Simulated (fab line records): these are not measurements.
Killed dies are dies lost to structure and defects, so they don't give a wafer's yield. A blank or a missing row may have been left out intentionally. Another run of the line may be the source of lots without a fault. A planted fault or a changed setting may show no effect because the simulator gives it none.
What tool caused it? / flow sky130 / Sampling: 14 lots, 42 wafers, 4 of 708 route steps

## WHAT THE GAUGES SHOWED, per wafer
SKY_METAL2_CD_MEAS_15: target cd 140 nm. Usual: cd_nm reads 140.1 nm (standard deviation 1.8).
lot=L230; measured=day 37 00:46; on=cd_sem-01; cd_nm (nm)=141.0 142.8 142.8; flag=
lot=L232; measured=day 36 23:50; on=cd_sem-01; cd_nm (nm)=139.1 138.8 139.4; flag=
lot=L233; measured=day 37 01:20; on=cd_sem-02; cd_nm (nm)=139.3 139.5 140.2; flag=
lot=L234; measured=day 37 00:59; on=cd_sem-02; cd_nm (nm)=138.8 137.7 136.1; flag=
lot=L236; measured=day 37 01:30; on=cd_sem-01; cd_nm (nm)=137.0 135.5 137.0; flag=
lot=L237; measured=day 37 01:43; on=cd_sem-02; cd_nm (nm)=139.3 138.7 138.8; flag=
lot=L238; measured=day 38 01:40; on=cd_sem-02; cd_nm (nm)=142.6 140.5 140.8; flag=
lot=L243; measured=day 39 04:47; on=cd_sem-01; cd_nm (nm)=143.4 142.5 143.0; flag=
lot=L244; measured=day 40 05:41; on=cd_sem-02; cd_nm (nm)=140.3 139.1 137.9; flag=
lot=L246; measured=day 40 04:59; on=cd_sem-01; cd_nm (nm)=141.6 141.7 141.4; flag=
lot=L247; measured=day 40 08:15; on=cd_sem-01; cd_nm (nm)=140.2 139.1 139.7; flag=
lot=L248; measured=day 40 07:17; on=cd_sem-01; cd_nm (nm)=138.0 137.8 139.0; flag=
lot=L252; measured=day 41 14:07; on=cd_sem-02; cd_nm (nm)=140.2 140.1 141.4; flag=
lot=L253; measured=day 41 15:57; on=cd_sem-02; cd_nm (nm)=139.3 140.0 140.1; flag=

SKY_VIA2_OVL_MEAS_13. Usual: for VIA2_OVL the level is -4 nm and the standard deviation is 4.6.
lot=L230; measured=day 38 03:56; on=overlay-02; VIA2_OVL (nm)=-3 -5 -8; flag=
lot=L232; measured=day 38 02:58; on=overlay-01; VIA2_OVL (nm)=-4 -1 2; flag=
lot=L233; measured=day 38 04:47; on=overlay-01; VIA2_OVL (nm)=-1 -3 -5; flag=
lot=L234; measured=day 38 04:17; on=overlay-01; VIA2_OVL (nm)=-5 -7 -4; flag=
lot=L236; measured=day 38 04:59; on=overlay-01; VIA2_OVL (nm)=-4 -1 -6; flag=
lot=L237; measured=day 38 05:08; on=overlay-01; VIA2_OVL (nm)=-5 -1 2; flag=
lot=L238; measured=day 39 04:29; on=overlay-01; VIA2_OVL (nm)=-4 -9 -4; flag=
lot=L243; measured=day 40 07:15; on=overlay-02; VIA2_OVL (nm)=-8 -1 3; flag=
lot=L244; measured=day 41 08:09; on=overlay-02; VIA2_OVL (nm)=-7 -3 -4; flag=
lot=L246; measured=day 41 06:15; on=overlay-01; VIA2_OVL (nm)=-10 -10 1; flag=
lot=L247; measured=day 41 10:07; on=overlay-01; VIA2_OVL (nm)=-2 1 -6; flag=
lot=L248; measured=day 41 09:42; on=overlay-02; VIA2_OVL (nm)=-4 6 0; flag=
lot=L252; measured=day 42 15:09; on=overlay-02; VIA2_OVL (nm)=-2 -6 -10; flag=
lot=L253; measured=day 42 16:58; on=overlay-02; VIA2_OVL (nm)=-9 -6 -7; flag=

SKY_CAP2M_THK_MEAS_01. Usual: for CAP2M_CVD_00_THK the level is 15.50 nm and the standard deviation is 0.27.
lot=L230; measured=day 41 12:31; on=film_metro-04; CAP2M_CVD_00_THK (nm)=14.91 15.33 15.26; flag=
lot=L232; measured=day 41 10:26; on=film_metro-03; CAP2M_CVD_00_THK (nm)=15.46 15.42 16.05; flag=
lot=L233; measured=day 41 13:18; on=film_metro-04; CAP2M_CVD_00_THK (nm)=15.43 15.68 15.62; flag=
lot=L234; measured=day 41 12:54; on=film_metro-02; CAP2M_CVD_00_THK (nm)=15.47 15.16 15.61; flag=
lot=L236; measured=day 41 13:30; on=film_metro-03; CAP2M_CVD_00_THK (nm)=15.22 15.21 15.59; flag=
lot=L237; measured=day 41 13:57; on=film_metro-02; CAP2M_CVD_00_THK (nm)=15.21 15.02 15.62; flag=
lot=L238; measured=day 42 10:52; on=film_metro-02; CAP2M_CVD_00_THK (nm)=15.20 15.57 15.53; flag=
lot=L243; measured=day 43 13:17; on=film_metro-02; CAP2M_CVD_00_THK (nm)=15.68 15.88 15.94; flag=
lot=L244; measured=day 44 11:56; on=film_metro-02; CAP2M_CVD_00_THK (nm)=15.07 15.32 15.61; flag=
lot=L246; measured=day 44 08:52; on=film_metro-02; CAP2M_CVD_00_THK (nm)=15.57 15.51 15.76; flag=
lot=L247; measured=day 44 13:15; on=film_metro-04; CAP2M_CVD_00_THK (nm)=15.77 15.66 15.96; flag=
lot=L248; measured=day 44 12:56; on=film_metro-03; CAP2M_CVD_00_THK (nm)=15.94 15.84 16.05; flag=
lot=L252; measured=day 45 16:11; on=film_metro-04; CAP2M_CVD_00_THK (nm)=15.50 15.44 15.88; flag=
lot=L253; measured=day 45 18:40; on=film_metro-02; CAP2M_CVD_00_THK (nm)=15.25 15.54 15.58; flag=

## WHAT TOOL EACH LOT RAN ON (gives the tool, then ch and the chambers of the sampled wafers, and finally the start)
lot=L230; SKY_SONOS_ONO_WET_ETCH_16=wet_bench-03 ch 0, day 12 22:28
lot=L232; SKY_SONOS_ONO_WET_ETCH_16=wet_bench-02 ch 0, day 13 12:07
lot=L233; SKY_SONOS_ONO_WET_ETCH_16=wet_bench-04 ch 3, day 14 03:02
lot=L234; SKY_SONOS_ONO_WET_ETCH_16=wet_bench-02 ch 2, day 14 03:20
lot=L236; SKY_SONOS_ONO_WET_ETCH_16=wet_bench-02 ch 0, day 14 16:54
lot=L237; SKY_SONOS_ONO_WET_ETCH_16=wet_bench-04 ch 2, day 14 20:24
lot=L238; SKY_SONOS_ONO_WET_ETCH_16=wet_bench-04 ch 0, day 15 09:37
lot=L243; SKY_SONOS_ONO_WET_ETCH_16=wet_bench-02 ch 1, day 17 06:31
lot=L244; SKY_SONOS_ONO_WET_ETCH_16=wet_bench-03 ch 0, day 17 22:04
lot=L246; SKY_SONOS_ONO_WET_ETCH_16=wet_bench-04 ch 0, day 17 23:24
lot=L247; SKY_SONOS_ONO_WET_ETCH_16=wet_bench-02 ch 3, day 18 12:55
lot=L248; SKY_SONOS_ONO_WET_ETCH_16=wet_bench-02 ch 0, day 18 13:13
lot=L252; SKY_SONOS_ONO_WET_ETCH_16=wet_bench-04 ch 2, day 20 06:24
lot=L253; SKY_SONOS_ONO_WET_ETCH_16=wet_bench-04 ch 1, day 20 15:08
- SKY_SONOS_ONO_WET_ETCH_16: etches SiO2 in dHF, target depth 14 nm, time 280 s.

## AS READ BY THE TOOLS THEMSELVES (means over the sampled wafers that have a number; for cases with no such wafer, the mark the record gives instead)
The record holds no such reading with a usual standard deviation.

## THE ANSWER, worked out from the rows above alone
Rule: a lot is off if the mean of its wafers that have a number lies more than 3 standard deviations from the usual mean. A lot without any number at a reading at which 4 lots or more have one is off too. The other lots that the step has rows for count as sound. After the gauges, taken in route order, come the tools' own readings; for these a lot's mean is taken, as printed above. At the first step where some lot is off, the reading lying furthest off is the one used; lots without a number count as furthest.
None of the lots is off at any reading shown; this tells nothing.

## WHAT THE SIMULATOR HAD PUT IN
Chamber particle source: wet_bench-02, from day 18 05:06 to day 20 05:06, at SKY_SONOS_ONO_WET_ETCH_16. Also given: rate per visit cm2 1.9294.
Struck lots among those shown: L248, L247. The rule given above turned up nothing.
